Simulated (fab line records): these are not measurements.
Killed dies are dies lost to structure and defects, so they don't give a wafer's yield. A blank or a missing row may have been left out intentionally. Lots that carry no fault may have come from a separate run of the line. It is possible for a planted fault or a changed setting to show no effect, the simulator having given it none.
fab line records | flow gf180mcu
[record] lots = 5 wafers = 15 last-day = 33
route steps=602 shown DUAL_GATE@155 POLY_GATE@157 HV_LDD@176
lots with no fault: from the same line, run without faults
start-h: hours from the record's opening day to when the first of the lot's shown wafers began | wait-h: how many hours have passed since the lot's step before this one | " identical to the entry in the row above | L1.1+2: one row covering several wafers at once | - no value present, or no start provided | * or withheld: withheld | < > ~ a bound
route shown NAME@n: names a module that has steps shown in the file, with the first one's number in the route | usual: average and standard deviation across the fault-free wafers | same: alike in all rows | chamber/n: place in a boat | sites: each site's reading | _std_site: the values' standard deviation | _edge_site: inner sites' mean taken away from outer sites' mean | radius-mm: how far each site lies from the wafer's centre | mask NAME#n: copy n | behind: the last tool/chamber to shape the wafer | hold: reason for holding the lot/hours on hold/outcome of the hold | device: transistor that didn't switch, given as n, p or np | end of line: the tests these same wafers got at the end of their route | step lacking rows: just its recipe | killed: at the first sort, the dies lost to defects and structure; wafer yield is something else | map: per-die view of a wafer (x killed, . not killed, _ where there is no die)
set.NAME: the run value of the setting; set.NAME@STEP: its run value at that earlier step | model.NAME: the simulator's own value behind a step, which no gauge read
a table for each step, a row for each wafer; lots at some steps of the route
services: from which hour (start-h, from the record's first day; less than 0 if before it) a tool's chamber was out of use, for how many hours, and why
[[steps]]
[step GF_DUAL_GATE_CLEAN_14]
[recipe] chemistry = SC1/SC2 mix = 1:4:20 temp-c = 70 time-s = 150 dry = n2-spin
[usual] temp-c = 69.96/0.11
// columns lot.wafer tool chamber start-h wait-h temp-c
L075.2 wet-bench-04 2 182.90 0.1 69.94
L075.3 " 2 " " 70.02
L075.4 " 2 " " 70.09
L080.2 wet-bench-03 3 216.41 0.1 70.06
L080.3 " 3 " " 69.86
L080.4 " 3 " " 69.87
L086.2 wet-bench-03 1 260.39 0.1 70.03
L086.5 " 1 " " 70.19
L086.6 " 1 " " 70.01
L091.2 wet-bench-03 1 295.29 0.1 69.86
L091.4 " 1 " " 69.90
L091.6 " 1 " " 69.95
L093.3 wet-bench-03 3 309.79 0.0 69.83
L093.5 " 3 " " 69.87
L093.6 " 3 " " 69.89
[step GF_DUAL_GATE_OXIDATION_15]
[recipe] temp-c = 850 ambient = O2 stabilise-s = 600 purge-s = 300 target-thk-a = 70.98 ox-time-s = 1995
// columns lot.wafer tool chamber start-h wait-h
L075.2+3+4 furnace-01 0 182.95 0.0
L080.2+3+4 furnace-02 0 217.39 0.9
L086.2+5+6 furnace-01 0 260.91 0.5
L091.2+4+6 furnace-01 0 296.51 1.2
L093.3+5+6 furnace-02 0 309.84 0.0
[step GF_POLY_GATE_CVD_00]
[recipe] material = poly-Si target-thk-nm = 200 temp-c = 620 time-s = 1200 pressure-mtorr = 200
// columns lot.wafer tool chamber start-h wait-h
L075.2+3+4 lpcvd-02 0 184.50 0.0
L080.2+3+4 lpcvd-02 1 218.95 0.0
L086.2+5+6 lpcvd-01 1 262.79 0.3
L091.2+4+6 lpcvd-01 0 298.07 0.0
L093.3+5+6 lpcvd-02 0 311.40 0.0
[step GF_POLY_GATE_THK_MEAS_01]
[recipe] reads = poly-Si_of_POLY_GATE_CVD_00
[usual] POLY_GATE_CVD_00_THK = 199.7/2.2
// columns lot.wafer tool chamber start-h wait-h POLY_GATE_CVD_00_THK[nm]
L075.2 film-metro-02 - 185.84 0.0 199.3
L075.3 " - " " 199.9
L075.4 " - " " 200.4
L080.2 film-metro-02 - 220.29 0.0 199.9
L080.3 " - " " 197.6
L080.4 " - " " 199.8
L086.2 film-metro-02 - 264.13 0.0 196.2
L086.5 " - " " 196.7
L086.6 " - " " 195.5
L091.2 film-metro-02 - 299.41 0.0 198.6
L091.4 " - " " 201.8
L091.6 " - " " 200.2
L093.3 film-metro-04 - 312.75 0.0 203.0
L093.5 " - " " 202.2
L093.6 " - " " 202.6
[step GF_POLY_GATE_DEHYDRATE_02]
[recipe] temp-c = 200 time-s = 60
// columns lot.wafer tool chamber start-h wait-h
L075.2+3+4 litho-track-03 0 193.70 7.9
L080.2+3+4 litho-track-01 0 228.30 8.0
L086.2+5+6 litho-track-04 0 273.17 9.0
L091.2+4+6 litho-track-04 0 309.22 9.8
L093.3+5+6 litho-track-01 0 322.97 10.2
[step GF_POLY_GATE_HMDS_03]
[recipe] prime-time-s = 60 prime-temp-c = 120
// columns lot.wafer tool chamber start-h wait-h
L075.2+3+4 litho-track-03 0 193.85 0.1
L080.2+3+4 litho-track-01 0 228.45 0.1
L086.2+5+6 litho-track-04 0 273.32 0.1
L091.2+4+6 litho-track-04 0 309.37 0.1
L093.3+5+6 litho-track-01 0 323.12 0.1
[step GF_POLY_GATE_COAT_04]
[recipe] resist = BARC temp-c = withheld time-s = withheld spin-rpm = withheld resist-thk-nm = withheld
// columns lot.wafer tool chamber start-h wait-h
L075.2+3+4 litho-track-03 0 194.00 0.1
L080.2+3+4 litho-track-01 0 228.60 0.1
L086.2+5+6 litho-track-04 0 273.47 0.1
L091.2+4+6 litho-track-04 0 309.52 0.1
L093.3+5+6 litho-track-01 0 323.27 0.1
[step GF_POLY_GATE_COAT_05]
[recipe] resist = KrF spin-rpm = withheld resist-thk-nm = 700
// columns lot.wafer tool chamber start-h wait-h
L075.2+3+4 litho-track-03 0 - -
L080.2+3+4 litho-track-01 0 - -
L086.2+5+6 litho-track-04 0 - -
L091.2+4+6 litho-track-04 0 - -
L093.3+5+6 litho-track-01 0 - -
[step GF_POLY_GATE_SOFTBAKE_06]
[recipe] temp-c = 130 time-s = 60 resist = KrF
// columns lot.wafer tool chamber start-h wait-h
L075.2+3+4 litho-track-03 0 - -
L080.2+3+4 litho-track-01 0 - -
L086.2+5+6 litho-track-04 0 - -
L091.2+4+6 litho-track-04 0 - -
L093.3+5+6 litho-track-01 0 - -
[step GF_POLY_GATE_EXPOSE_07]
[recipe] mask-id = Poly2 target-cd-nm = 280 na = 0.68 source-shape = conventional sigma-outer = 0.6 dose-mj = 28
[usual] reticle-temp-C = 23.01/0.11 stage-vel-mm-s = 499.99/0.24
// columns lot.wafer tool chamber start-h wait-h mask reticle-temp-C stage-vel-mm-s
L075.2 krf-scanner-02 0 - - Poly2#0 23.12 499.74
L075.3 " 0 " " Poly2#0 23.04 499.89
L075.4 " 0 " " Poly2#0 22.97 499.86
L080.2 krf-scanner-02 0 - - Poly2#0 22.92 500.12
L080.3 " 0 " " Poly2#0 22.96 499.85
L080.4 " 0 " " Poly2#0 22.95 500.19
L086.2 krf-scanner-01 0 - - Poly2#0 23.02 500.31
L086.5 " 0 " " Poly2#0 22.98 500.26
L086.6 " 0 " " Poly2#0 22.99 500.06
L091.2 krf-scanner-02 0 - - Poly2#0 23.05 500.45
L091.4 " 0 " " Poly2#0 22.97 499.96
L091.6 " 0 " " Poly2#0 22.93 499.80
L093.3 krf-scanner-01 0 - - Poly2#0 23.07 499.51
L093.5 " 0 " " Poly2#0 23.15 499.93
L093.6 " 0 " " Poly2#0 23.19 499.76
[step GF_POLY_GATE_PEB_08]
[recipe] peb-temp-c = 135 peb-time-s = 90 resist = KrF
// columns lot.wafer tool chamber start-h wait-h
L075.2+3+4 litho-track-03 0 - -
L080.2+3+4 litho-track-01 0 - -
L086.2+5+6 litho-track-01 0 - -
L091.2+4+6 litho-track-03 0 - -
L093.3+5+6 litho-track-03 0 - -
[step GF_POLY_GATE_DEVELOP_09]
[recipe] develop-time-s = 60 resist = KrF dev-temp-c = 21
[same] develop-time-s = 60
// columns lot.wafer tool chamber start-h wait-h
L075.2+3+4 litho-track-03 0 202.55 0.2
L080.2+3+4 litho-track-01 0 238.30 0.2
L086.2+5+6 litho-track-01 0 283.45 0.2
L091.2+4+6 litho-track-03 0 320.30 0.2
L093.3+5+6 litho-track-03 0 334.03 0.1
[step GF_POLY_GATE_CD_MEAS_10]
[recipe] target-cd-nm = 280
[usual] cd-nm = 280.3/1.1
// columns lot.wafer tool chamber start-h wait-h cd-nm
L075.2 cd-sem-02 - 202.70 0.1 281.1
L075.3 " - " " 280.7
L075.4 " - " " 280.2
L080.2 cd-sem-01 - 238.44 0.1 278.4
L080.3 " - " " 278.4
L080.4 " - " " 279.4
L086.2 cd-sem-02 - 283.59 0.1 280.8
L086.5 " - " " 281.2
L086.6 " - " " 282.5
L091.2 cd-sem-01 - 320.45 0.1 281.8
L091.4 " - " " 280.4
L091.6 " - " " 279.8
L093.3 cd-sem-02 - 334.17 0.1 279.4
L093.5 " - " " 279.5
L093.6 " - " " 281.1
[step GF_POLY_GATE_OVL_MEAS_11]
[usual] POLY_GATE_OVL = 0/6.2
// columns lot.wafer tool chamber start-h wait-h POLY_GATE_OVL[nm]
L075.2 overlay-01 - 202.80 0.1 -2
L075.3 " - " " -12
L075.4 " - " " 0
L080.2 overlay-02 - 238.55 0.1 0
L080.3 " - " " 6
L080.4 " - " " 5
L086.2 overlay-01 - 283.70 0.1 3
L086.5 " - " " -2
L086.6 " - " " 6
L091.2 overlay-01 - 320.55 0.1 2
L091.4 " - " " -3
L091.6 " - " " 1
L093.3 overlay-02 - 334.26 0.1 6
L093.5 " - " " 0
L093.6 " - " " 5
[step GF_POLY_GATE_ETCH_12]
[recipe] chemistry = N2/H2 target-depth-a = withheld overetch-a = withheld time-s = withheld target = BARC ion-energy-ev = 200 source-w = 500 bias-w = 100 pressure-mtorr = 30 n2-flow-sccm = 100 h2-flow-sccm = 200
[usual] drypump-motor-current-A = 5.6/0.44 oes-product-au = 0.735/0.0047 throttle-valve-pct = 13.215/0.0087
// columns lot.wafer tool chamber start-h wait-h drypump-motor-current-A oes-product-au throttle-valve-pct
L075.2 rie-diel-04 2 202.83 0.0 5.9 0.734 13.227
L075.3 " 3 " " 5.5 0.733 13.197
L075.4 " 1 " " 4.8 0.739 13.202
L080.2 rie-diel-04 3 238.58 0.0 5.5 0.738 13.209
L080.3 " 2 " " 6.0 0.736 13.221
L080.4 " 0 " " 5.6 0.738 13.200
L086.2 rie-diel-04 2 283.73 0.0 6.0 0.736 13.200
L086.5 " 3 " " 5.4 0.733 13.225
L086.6 " 2 " " 6.0 0.738 13.215
L091.2 rie-diel-04 1 320.58 0.0 4.8 0.737 13.238
L091.4 " 0 " " 5.6 0.741 13.212
L091.6 " 2 " " 6.0 0.739 13.217
L093.3 rie-diel-04 3 334.28 0.0 5.5 0.737 13.209
L093.5 " 1 " " 4.8 0.735 13.221
L093.6 " 2 " " 6.0 0.731 13.216
[step GF_POLY_GATE_ETCH_13]
[recipe] target = poly-Si target-depth-nm = 198.5 stop-on = SiO2 over-etch-frac = 0.403 chemistry = HBr/Cl2 icp-w = 400 bias-w = 100 pressure-mtorr = 10 HBr_flow_sccm = 150 Cl2_flow_sccm = 50 time-s = 69.6
[usual] drypump-motor-current-A = 5.8/0.48 oes-product-au = 0.989/0.0079 throttle-valve-pct = 33.684/0.0097
// columns lot.wafer tool chamber start-h wait-h drypump-motor-current-A oes-product-au rf-hours-counter-h throttle-valve-pct
L075.2 rie-si-02 1 202.88 - 5.2 0.970 69 33.695
L075.3 " 3 " " 6.5 0.989 29 33.690
L075.4 " 0 " " 5.7 0.996 3 33.684
L080.2 rie-si-02 1 238.63 - 5.3 0.981 69 33.687
L080.3 " 3 " " 6.5 0.979 30 33.693
L080.4 " 2 " " 6.0 1.005 17 33.670
L086.2 rie-si-01 2 283.78 - 6.6 0.976 2 33.681
L086.5 " 2 " " 6.5 0.974 - 33.668
L086.6 " 1 " " 5.2 0.985 - 33.690
L091.2 rie-si-01 0 320.63 - 5.6 0.998 1 33.691
L091.4 " 1 " " 5.3 1.002 46 33.679
L091.6 " 1 " " 5.2 0.986 - 33.700
L093.3 rie-si-01 3 334.33 - 5.7 0.996 3 33.679
L093.5 " 2 " " 6.6 0.997 - 33.686
L093.6 " 1 " " 5.2 0.991 - 33.682
[step GF_POLY_GATE_STRIP_14]
[recipe] chemistry = O2/N2 power-w = 1400 pressure-mtorr = 1500 platen-temp-c = 250 o2-flow-sccm = 3000 n2-flow-sccm = 300 overash-fraction = 0.5
[usual] drypump-motor-current-A = 5.99/0.3 heater-power-w = 328/59 oes-product-au = 0.504/0.0043
// columns lot.wafer tool chamber start-h wait-h drypump-motor-current-A heater-power-w oes-product-au rf-hours-counter-h
L075.2 plasma-asher-02 1 202.94 0.0 6.23 424 0.506 61
L075.3 " 0 " " 5.35 304 0.497 -
L075.4 " 1 " " 6.26 421 0.507 -
L080.2 plasma-asher-02 1 238.69 0.0 6.27 408 0.502 65
L080.3 " 0 " " 5.33 314 0.505 -
L080.4 " 1 " " 6.26 416 0.493 -
L086.2 plasma-asher-02 1 283.84 0.0 6.24 408 0.507 70
L086.5 " 1 " " 6.23 418 0.501 -
L086.6 " 0 " " 5.36 310 0.505 -
L091.2 plasma-asher-02 0 320.69 0.0 5.36 306 0.502 73
L091.4 " 1 " " 6.22 410 0.504 -
L091.6 " 1 " " 6.24 419 0.510 -
L093.3 plasma-asher-02 0 334.42 0.1 5.36 302 0.500 -
L093.5 " 1 " " 6.29 413 0.500 -
L093.6 " 0 " " 5.34 314 0.500 -
[step GF_POLY_GATE_CLEAN_15]
[recipe] chemistry = SC1/SC2 mix = 1:4:20 temp-c = 70 time-s = 150 dry = n2-spin
[usual] temp-c = 70.02/0.13
// columns lot.wafer tool chamber start-h wait-h temp-c
L075.2 wet-bench-04 1 203.04 0.1 69.87
L075.3 " 1 " " 70.04
L075.4 " 1 " " 69.93
L080.2 wet-bench-04 0 238.79 0.1 69.77
L080.3 " 0 " " 69.92
L080.4 " 0 " " 69.95
L086.2 wet-bench-02 1 283.94 0.1 70.14
L086.5 " 1 " " 70.17
L086.6 " 1 " " 70.17
L091.2 wet-bench-01 3 320.79 0.1 69.97
L091.4 " 3 " " 70.18
L091.6 " 3 " " 70.25
L093.3 wet-bench-04 2 334.49 0.0 70.00
L093.5 " 2 " " 69.92
L093.6 " 2 " " 70.02
[step GF_POLY_GATE_OXIDATION_16]
[recipe] temp-c = 850 ambient = O2 stabilise-s = 600 purge-s = 300 target-thk-a = 40 ox-time-s = 899
// columns lot.wafer tool chamber start-h wait-h
L075.2+3+4 furnace-02 0 203.09 0.0
L080.2+3+4 furnace-02 0 238.84 0.0
L086.2+5+6 furnace-02 0 283.99 0.0
L091.2+4+6 furnace-01 0 321.33 0.5
L093.3+5+6 furnace-01 0 335.13 0.6
[step GF_POLY_GATE_THK_MEAS_17]
[recipe] reads = SiO2_of_POLY_GATE_OXIDATION_16
[usual] POLY_GATE_OXIDATION_THK = 4.04/0.071
// columns lot.wafer tool chamber start-h wait-h POLY_GATE_OXIDATION_THK[nm]
L075.2 film-metro-03 - 204.35 0.0 4.09
L075.3 " - " " 4.07
L075.4 " - " " 4.05
L080.2 film-metro-02 - 240.10 0.0 4.06
L080.3 " - " " 4.04
L080.4 " - " " 4.05
L086.2 film-metro-02 - 285.25 0.0 3.95
L086.5 " - " " 4.04
L086.6 " - " " 4.02
L091.2 film-metro-04 - 322.59 0.0 4.05
L091.4 " - " " 4.05
L091.6 " - " " 4.08
L093.3 film-metro-02 - 336.40 0.0 3.93
L093.5 " - " " 4.04
L093.6 " - " " 3.96
[step GF_POLY_GATE_CD_MEAS_18]
[usual] cd-nm = 280.1/1.8
// columns lot.wafer tool chamber start-h wait-h cd-nm
L075.2 cd-sem-02 - 204.43 0.1 281.4
L075.3 " - " " 278.2
L075.4 " - " " 278.7
L080.2 cd-sem-01 - 240.17 0.1 276.7
L080.3 " - " " 279.8
L080.4 " - " " 278.4
L086.2 cd-sem-01 - 285.33 0.1 283.8
L086.5 " - " " 281.3
L086.6 " - " " 283.4
L091.2 cd-sem-01 - 322.77 0.2 280.6
L091.4 " - " " 279.9
L091.6 " - " " 280.4
L093.3 cd-sem-02 - 336.49 0.1 279.3
L093.5 " - " " 280.2
L093.6 " - " " 281.5
[step GF_HV_LDD_DEHYDRATE_00]
[recipe] temp-c = 200 time-s = 60
// columns lot.wafer tool chamber start-h wait-h
L075.2+3+4 litho-track-02 0 212.65 8.2
L080.2+3+4 litho-track-02 0 248.85 8.7
L086.2+5+6 litho-track-04 0 294.82 9.5
L091.2+4+6 litho-track-04 0 332.86 10.1
L093.3+5+6 litho-track-04 0 346.44 9.9
[step GF_HV_LDD_HMDS_01]
[recipe] prime-time-s = 60 prime-temp-c = 120
// columns lot.wafer tool chamber start-h wait-h
L075.2+3+4 litho-track-02 0 212.80 0.1
L080.2+3+4 litho-track-02 0 249.00 0.1
L086.2+5+6 litho-track-04 0 294.97 0.1
L091.2+4+6 litho-track-04 0 333.01 0.1
L093.3+5+6 litho-track-04 0 346.59 0.1
[step GF_HV_LDD_COAT_02]
[recipe] resist = NOVOLAK spin-rpm = 3000 resist-thk-nm = 1000
// columns lot.wafer tool chamber start-h wait-h
L075.2+3+4 litho-track-02 0 212.95 0.1
L080.2+3+4 litho-track-02 0 249.15 0.1
L086.2+5+6 litho-track-04 0 295.12 0.1
L091.2+4+6 litho-track-04 0 333.16 0.1
L093.3+5+6 litho-track-04 0 346.74 0.1
[step GF_HV_LDD_SOFTBAKE_03]
[recipe] temp-c = 90 time-s = 60 resist = NOVOLAK
// columns lot.wafer tool chamber start-h wait-h
L075.2+3+4 litho-track-02 0 213.10 0.1
L080.2+3+4 litho-track-02 0 249.30 0.1
L086.2+5+6 litho-track-04 0 295.27 0.1
L091.2+4+6 litho-track-04 0 333.31 0.1
L093.3+5+6 litho-track-04 0 346.89 0.1
[step GF_HV_LDD_EXPOSE_04]
[recipe] mask-id = Nplus_LV_AREA target-cd-nm = 400 na = 0.6 source-shape = conventional sigma-outer = 0.6 dose-mj = 140
[usual] reticle-temp-C = 23.00/0.096 stage-vel-mm-s = 500.00/0.25
// columns lot.wafer tool chamber start-h wait-h mask reticle-temp-C stage-vel-mm-s
L075.2 iline-stepper-02 0 - - Nplus_LV_AREA#0 22.93 499.95
L075.3 " 0 " " Nplus_LV_AREA#0 22.90 500.18
L075.4 " 0 " " Nplus_LV_AREA#0 23.05 500.03
L080.2 iline-stepper-01 0 - - Nplus_LV_AREA#0 23.07 500.13
L080.3 " 0 " " Nplus_LV_AREA#0 23.19 499.46
L080.4 " 0 " " Nplus_LV_AREA#0 23.06 500.00
L086.2 iline-stepper-02 0 - - Nplus_LV_AREA#0 23.12 499.90
L086.5 " 0 " " Nplus_LV_AREA#0 22.94 499.79
L086.6 " 0 " " Nplus_LV_AREA#0 23.08 499.55
L091.2 iline-stepper-01 0 - - Nplus_LV_AREA#0 23.08 499.90
L091.4 " 0 " " Nplus_LV_AREA#0 23.03 499.66
L091.6 " 0 " " Nplus_LV_AREA#0 23.07 500.06
L093.3 iline-stepper-02 0 - - Nplus_LV_AREA#0 22.88 499.75
L093.5 " 0 " " Nplus_LV_AREA#0 22.90 499.97
L093.6 " 0 " " Nplus_LV_AREA#0 22.90 500.00
[step GF_HV_LDD_PEB_05]
[recipe] temp-c = withheld time-s = * resist = NOVOLAK
// columns lot.wafer tool chamber start-h wait-h
L075.2+3+4 litho-track-03 0 - -
L080.2+3+4 litho-track-04 0 - -
L086.2+5+6 litho-track-04 0 - -
L091.2+4+6 litho-track-04 0 - -
L093.3+5+6 litho-track-04 0 - -
[step GF_HV_LDD_DEVELOP_06]
[recipe] develop-time-s = 60 dev-temp-c = 23
[same] develop-time-s = 60
// columns lot.wafer tool chamber start-h wait-h
L075.2+3+4 litho-track-03 0 221.90 0.1
L080.2+3+4 litho-track-04 0 258.82 0.1
L086.2+5+6 litho-track-04 0 305.12 0.1
L091.2+4+6 litho-track-04 0 343.56 0.1
L093.3+5+6 litho-track-04 0 357.64 0.1
[step GF_HV_LDD_CD_MEAS_07]
[recipe] target-cd-nm = 400
[usual] cd-nm = 399.8/2.2
// columns lot.wafer tool chamber start-h wait-h cd-nm
L075.2 cd-sem-02 - 222.05 0.1 401.2
L075.3 " - " " 403.1
L075.4 " - " " 403.0
L080.2 cd-sem-02 - 258.96 0.1 397.3
L080.3 " - " " 398.1
L080.4 " - " " 397.6
L086.2 cd-sem-02 - 305.26 0.1 399.4
L086.5 " - " " 397.9
L086.6 " - " " 398.9
L091.2 cd-sem-02 - 343.71 0.1 396.3
L091.4 " - " " 398.1
L091.6 " - " " 398.7
L093.3 cd-sem-02 - 357.78 0.1 397.0
L093.5 " - " " 397.5
L093.6 " - " " 398.7
[step GF_HV_LDD_OVL_MEAS_08]
[usual] HV_LDD_OVL = 1.0/1.2
// columns lot.wafer tool chamber start-h wait-h HV_LDD_OVL[nm]
L075.2 overlay-01 - 222.15 0.1 1.5
L075.3 " - " " -0.1
L075.4 " - " " 0.3
L080.2 overlay-02 - 259.07 0.1 -0.4
L080.3 " - " " 1.5
L080.4 " - " " 0.5
L086.2 overlay-02 - 305.37 0.1 1.5
L086.5 " - " " -0.7
L086.6 " - " " 1.8
L091.2 overlay-01 - 343.82 0.1 0.5
L091.4 " - " " 1.2
L091.6 " - " " 0.6
L093.3 overlay-02 - 357.87 0.1 1.7
L093.5 " - " " 3.1
L093.6 " - " " 2.8
[step GF_HV_LDD_IMPLANT_09]
[recipe] species = As energy-kev = 40 dose-cm2 = 1e+14 tilt-deg = 7
[usual] end-station-pressure-torr = 5.44e-06/2.8e-07
// columns lot.wafer tool chamber start-h wait-h end-station-pressure-torr
L075.2 implanter-04 0 222.21 0.0 5.17e-06
L075.3 " 0 " " 5.48e-06
L075.4 " 0 " " 5.18e-06
L080.2 implanter-04 0 259.12 0.0 5.22e-06
L080.3 " 0 " " 4.95e-06
L080.4 " 0 " " 5.13e-06
L086.2 implanter-03 0 305.42 0.0 5.34e-06
L086.5 " 0 " " 5.75e-06
L086.6 " 0 " " 5.34e-06
L091.2 implanter-03 0 343.87 0.0 5.38e-06
L091.4 " 0 " " 5.41e-06
L091.6 " 0 " " 6.03e-06
L093.3 implanter-01 0 357.95 0.1 5.1e-06
L093.5 " 0 " " 5.56e-06
L093.6 " 0 " " 5.44e-06
[step GF_HV_LDD_STRIP_10]
[recipe] chemistry = O2/N2 power-w = 1400 pressure-mtorr = 1500 platen-temp-c = 250 o2-flow-sccm = 3000 n2-flow-sccm = 300 overash-fraction = 0.5
[usual] drypump-motor-current-A = 5.6/0.49 heater-power-w = 334/44 oes-product-au = 0.715/0.0048 strip-time-to-endpoint-s = 12.62/0.033
// columns lot.wafer tool chamber start-h wait-h drypump-motor-current-A heater-power-w oes-product-au rf-hours-counter-h strip-time-to-endpoint-s
L075.2 plasma-asher-03 0 222.33 0.1 5.7 308 0.716 7 12.67
L075.3 " 0 " " 5.7 310 0.718 - 12.66
L075.4 " 1 " " 4.9 324 0.715 - 12.66
L080.2 plasma-asher-04 1 259.25 0.1 6.0 389 0.718 48 12.64
L080.3 " 0 " " 6.0 277 0.712 - 12.61
L080.4 " 1 " " 6.0 378 0.714 - 12.64
L086.2 plasma-asher-04 0 305.55 0.1 5.9 272 0.721 52 12.61
L086.5 " 0 " " 6.0 275 0.719 - 12.60
L086.6 " 1 " " 6.0 372 0.725 - 12.63
L091.2 plasma-asher-03 1 344.00 0.1 4.9 325 0.718 20 12.60
L091.4 " 1 " " 4.9 325 0.707 - 12.59
L091.6 " 0 " " 5.7 309 0.717 - 12.58
L093.3 plasma-asher-02 1 358.08 0.1 6.3 413 0.714 - 12.62
L093.5 " 0 " " 5.3 305 0.719 - 12.60
L093.6 " 1 " " 6.3 414 0.712 - 12.64
[step GF_HV_LDD_TW_MEAS_11]
[usual] HV_LDD_TW = 2404/25
// columns lot.wafer tool chamber start-h wait-h HV_LDD_TW
L075.2 film-metro-01 - 222.44 0.1 2442
L075.3 " - " " 2455
L075.4 " - " " 2443
L080.2 film-metro-03 - 259.36 0.1 2386
L080.3 " - " " 2399
L080.4 " - " " 2397
L086.2 film-metro-03 - 305.66 0.1 2363
L086.5 " - " " 2370
L086.6 " - " " 2360
L091.2 film-metro-04 - 344.11 0.1 2392
L091.4 " - " " 2382
L091.6 " - " " 2404
L093.3 film-metro-04 - 358.17 0.1 2407
L093.5 " - " " 2401
L093.6 " - " " 2400
[step GF_HV_LDD_DEHYDRATE_12]
[recipe] temp-c = 200 time-s = 60
// columns lot.wafer tool chamber start-h wait-h
L075.2+3+4 litho-track-02 0 230.70 8.2
L080.2+3+4 litho-track-04 0 268.17 8.8
L086.2+5+6 litho-track-03 0 315.40 9.7
L091.2+4+6 litho-track-04 0 354.36 10.2
L093.3+5+6 litho-track-02 0 368.73 10.6
[step GF_HV_LDD_HMDS_13]
[recipe] prime-time-s = 60 prime-temp-c = 120
// columns lot.wafer tool chamber start-h wait-h
L075.2+3+4 litho-track-02 0 230.85 0.1
L080.2+3+4 litho-track-04 0 268.32 0.1
L086.2+5+6 litho-track-03 0 315.55 0.1
L091.2+4+6 litho-track-04 0 354.51 0.1
L093.3+5+6 litho-track-02 0 368.88 0.1
[step GF_HV_LDD_COAT_14]
[recipe] resist = NOVOLAK spin-rpm = 3000 resist-thk-nm = 1000
// columns lot.wafer tool chamber start-h wait-h
L075.2+3+4 litho-track-02 0 231.00 0.1
L080.2+3+4 litho-track-04 0 268.47 0.1
L086.2+5+6 litho-track-03 0 315.70 0.1
L091.2+4+6 litho-track-04 0 354.66 0.1
L093.3+5+6 litho-track-02 0 369.03 0.1
[step GF_HV_LDD_SOFTBAKE_15]
[recipe] temp-c = 90 time-s = 60 resist = NOVOLAK
// columns lot.wafer tool chamber start-h wait-h
L075.2+3+4 litho-track-02 0 231.15 0.1
L080.2+3+4 litho-track-04 0 268.62 0.1
L086.2+5+6 litho-track-03 0 315.85 0.1
L091.2+4+6 litho-track-04 0 354.81 0.1
L093.3+5+6 litho-track-02 0 369.18 0.1
[step GF_HV_LDD_EXPOSE_16]
[recipe] mask-id = Pplus_LV_AREA target-cd-nm = 400 na = 0.6 source-shape = conventional sigma-outer = 0.6 dose-mj = 140
[usual] reticle-temp-C = 23.03/0.095 stage-vel-mm-s = 499.97/0.21
// columns lot.wafer tool chamber start-h wait-h mask reticle-temp-C stage-vel-mm-s
L075.2 iline-stepper-02 0 - - Pplus_LV_AREA#0 23.02 499.81
L075.3 " 0 " " Pplus_LV_AREA#0 23.14 500.05
L075.4 " 0 " " Pplus_LV_AREA#0 23.10 499.84
L080.2 iline-stepper-02 0 - - Pplus_LV_AREA#0 23.19 500.06
L080.3 " 0 " " Pplus_LV_AREA#0 23.01 500.17
L080.4 " 0 " " Pplus_LV_AREA#0 23.06 500.07
L086.2 iline-stepper-02 0 - - Pplus_LV_AREA#0 23.00 499.92
L086.5 " 0 " " Pplus_LV_AREA#0 23.12 499.93
L086.6 " 0 " " Pplus_LV_AREA#0 22.99 499.98
L091.2 iline-stepper-01 0 - - Pplus_LV_AREA#0 23.06 499.90
L091.4 " 0 " " Pplus_LV_AREA#0 22.99 499.71
L091.6 " 0 " " Pplus_LV_AREA#0 22.97 499.83
L093.3 iline-stepper-02 0 - - Pplus_LV_AREA#0 23.06 499.85
L093.5 " 0 " " Pplus_LV_AREA#0 23.04 499.98
L093.6 " 0 " " Pplus_LV_AREA#0 22.88 500.45
[step GF_HV_LDD_PEB_17]
[recipe] temp-c = withheld time-s = * resist = NOVOLAK
// columns lot.wafer tool chamber start-h wait-h
L075.2+3+4 litho-track-03 0 - -
L080.2+3+4 litho-track-04 0 - -
L086.2+5+6 litho-track-02 0 - -
L091.2+4+6 litho-track-03 0 - -
L093.3+5+6 litho-track-03 0 - -
[step GF_HV_LDD_DEVELOP_18]
[recipe] develop-time-s = 60 dev-temp-c = 23
[same] develop-time-s = 60
// columns lot.wafer tool chamber start-h wait-h
L075.2+3+4 litho-track-03 0 239.60 0.1
L080.2+3+4 litho-track-04 0 278.72 0.1
L086.2+5+6 litho-track-02 0 326.75 0.1
L091.2+4+6 litho-track-03 0 365.75 0.1
L093.3+5+6 litho-track-03 0 380.27 0.1
[step GF_HV_LDD_CD_MEAS_19]
[recipe] target-cd-nm = 400
[usual] cd-nm = 400.4/2.1
// columns lot.wafer tool chamber start-h wait-h cd-nm
L075.2 cd-sem-02 - 239.75 0.1 401.2
L075.3 " - " " 401.2
L075.4 " - " " 399.9
L080.2 cd-sem-01 - 278.86 0.1 397.7
L080.3 " - " " 398.1
L080.4 " - " " 395.2
L086.2 cd-sem-01 - 326.90 0.1 402.7
L086.5 " - " " 399.7
L086.6 " - " " 401.4
L091.2 cd-sem-01 - 365.89 0.1 400.8
L091.4 " - " " 399.2
L091.6 " - " " 399.5
L093.3 cd-sem-01 - 380.41 0.1 402.8
L093.5 " - " " 404.7
L093.6 " - " " 401.4
[step GF_HV_LDD_OVL_MEAS_20]
[usual] HV_LDD_01_OVL = 0.2/1.3
// columns lot.wafer tool chamber start-h wait-h HV_LDD_01_OVL[nm]
L075.2 overlay-02 - 239.85 0.1 0.6
L075.3 " - " " -1.6
L075.4 " - " " 1.1
L080.2 overlay-02 - 278.97 0.1 -2.5
L080.3 " - " " -0.8
L080.4 " - " " -1.1
L086.2 overlay-01 - 327.00 0.1 -0.4
L086.5 " - " " -0.1
L086.6 " - " " -1.1
L091.2 overlay-02 - 366.00 0.1 1.1
L091.4 " - " " 1.4
L091.6 " - " " 0.0
L093.3 overlay-01 - 380.51 0.1 -0.5
L093.5 " - " " 0.9
L093.6 " - " " -1.0
[[services]]
// columns tool chamber start-h hours kind
krf-scanner-01 - 160.76 1.0 pm
rie-si-02 3 161.55 7.1 repair
krf-scanner-01 - 163.02 0.8 pm
furnace-02 - 167.25 1.5 repair
iline-stepper-02 - 202.76 5.9 repair
krf-scanner-02 - 203.89 4.4 pm
iline-stepper-02 - 220.25 1.7 pm
krf-scanner-02 - 221.66 1.0 pm
rie-diel-04 - 223.84 0.4 repair
krf-scanner-02 - 231.36 0.8 pm
iline-stepper-02 - 250.93 3.0 repair
rie-si-01 3 267.24 3.7 repair
krf-scanner-02 - 267.49 0.1 repair
wet-bench-04 - 268.45 49.4 pm
krf-scanner-02 - 269.61 1.3 pm
furnace-01 - 286.85 3.5 pm
plasma-asher-02 - 304.29 7.7 repair
furnace-02 - 321.51 2.3 pm
iline-stepper-01 - 322.40 1.7 pm
furnace-01 - 325.22 4.2 pm
krf-scanner-02 - 328.76 3.6 pm
krf-scanner-02 - 349.47 4.0 pm
rie-si-01 1 368.78 9.2 repair
rie-diel-04 2 373.29 7.9 repair
[[key]]
fault none
